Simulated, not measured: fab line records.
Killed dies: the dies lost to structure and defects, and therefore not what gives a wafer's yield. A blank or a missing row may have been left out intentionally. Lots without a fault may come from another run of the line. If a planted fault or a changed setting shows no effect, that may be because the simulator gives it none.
Matching of chambers + flow sky130 + cmp-02 running SKY_VIA1_CMP_02: 4 sister chambers
The step polishes SiO2. 4 wafers are shown with their chamber, then 12 later ones without.

== WAFERS PAIRED WITH THEIR CHAMBERS ==
| wafer  | chamber | motor-current-A (A) |
|--------|---------|---------------------|
| L088.6 | 3       | 11.8                |
| L091.2 | 1       | 11.7                |
| L091.4 | 0       | 11.6                |
| L091.5 | 2       | 9.9                 |

== WAFERS WHOSE CHAMBER IS MISSING ==
| wafer  | motor-current-A (A) |
|--------|---------------------|
| L093.2 | 10.2                |
| L093.3 | 11.0                |
| L093.5 | 11.0                |
| L095.1 | 10.2                |
| L095.2 | 11.8                |
| L095.3 | 11.7                |
| L096.1 | 9.5                 |
| L096.3 | 11.7                |
| L096.6 | 9.8                 |
| L097.1 | 12.0                |
| L097.2 | 9.7                 |
| L097.4 | 10.9                |

== EACH ONE'S CHAMBER ==
| wafer  | from the rows above               | in truth                   |
|--------|-----------------------------------|----------------------------|
| L093.2 | 2                                 | 2                          |
| L093.3 | can't be placed: 0 or 1 or 3 or 2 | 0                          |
| L093.5 | can't be placed: 0 or 1 or 3 or 2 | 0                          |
| L095.1 | 2                                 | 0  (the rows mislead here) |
| L095.2 | can't be placed: 3 or 1 or 0      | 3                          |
| L095.3 | can't be placed: 1 or 0 or 3      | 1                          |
| L096.1 | 2                                 | 2                          |
| L096.3 | can't be placed: 1 or 0 or 3      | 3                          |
| L096.6 | 2                                 | 2                          |
| L097.1 | can't be placed: 3 or 1 or 0      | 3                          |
| L097.2 | 2                                 | 2                          |
| L097.4 | can't be placed: 0 or 1 or 3 or 2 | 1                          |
Correct placement for 4 of the 12. From these rows, 7 cannot be placed; in 7 the true chamber is one of the candidates. Placed wrongly: 1.
How it was worked out, from the rows above alone: a wafer's distance from a chamber is the root of the sum, over the readings, of the square of ((its reading less the chamber's mean) divided by the reading's scatter). If the next closest chamber is less than 2 further off than the closest, the wafer can't be placed; otherwise it belongs to the closest. The mean given for a chamber averages the wafers shown for that chamber. The scatter (one wafer shown for each chamber): square how far every hidden wafer sits from the nearest shown wafer, average those squares and take the square root.
